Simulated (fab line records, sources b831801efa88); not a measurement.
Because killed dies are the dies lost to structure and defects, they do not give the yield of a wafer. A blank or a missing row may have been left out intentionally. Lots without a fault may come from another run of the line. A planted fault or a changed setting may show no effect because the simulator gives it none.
Which of the tools did it?	flow sky130	6 lots, 18 wafers sampled, at 1 step of a route of 708

WHAT THE GAUGES READ, wafer by wafer
SKY_SONOS_ONO_CD_MEAS_13: target cd 410 nm.
lot	measured	on	cd_nm (nm)
L766	day 12 16:06	cd_sem-02	407.6 409.9 409.1
L767	day 13 10:33	cd_sem-01	409.6 407.0 406.9
L770	day 14 06:09	cd_sem-01	409.5 411.3 412.0
L777	day 16 15:03	cd_sem-01	410.6 413.3 412.4
L779	day 17 07:34	cd_sem-01	410.5 407.5 410.0
L781	day 17 23:25	cd_sem-02	410.2 410.4 410.8

EACH LOT AND THE TOOL THAT RAN IT (in order: tool; ch and the chambers of the sampled wafers; start)
There is no process step in the record ahead of these readings.

THE ANSWER, worked out from the rows above alone
Rule: usual is defined by the lots themselves. The widest of any qualifying gaps counts: lots, ordered by their means at a reading, are off when they make up no more than a third of the lots, leave a main group of 4 or more, and stand apart from it by 3 or more times the standard deviation of that group's means. If all means in a main group match to the digits the tables above print for the reading, that group is not used. Also off: a lot with no number at a reading for which 4 or more lots have one. Where the step has rows for the other lots, those lots are counted as sound.
No lot is off on any of the readings shown, so nothing can be concluded from this.

WHAT THE SIMULATOR PUT IN
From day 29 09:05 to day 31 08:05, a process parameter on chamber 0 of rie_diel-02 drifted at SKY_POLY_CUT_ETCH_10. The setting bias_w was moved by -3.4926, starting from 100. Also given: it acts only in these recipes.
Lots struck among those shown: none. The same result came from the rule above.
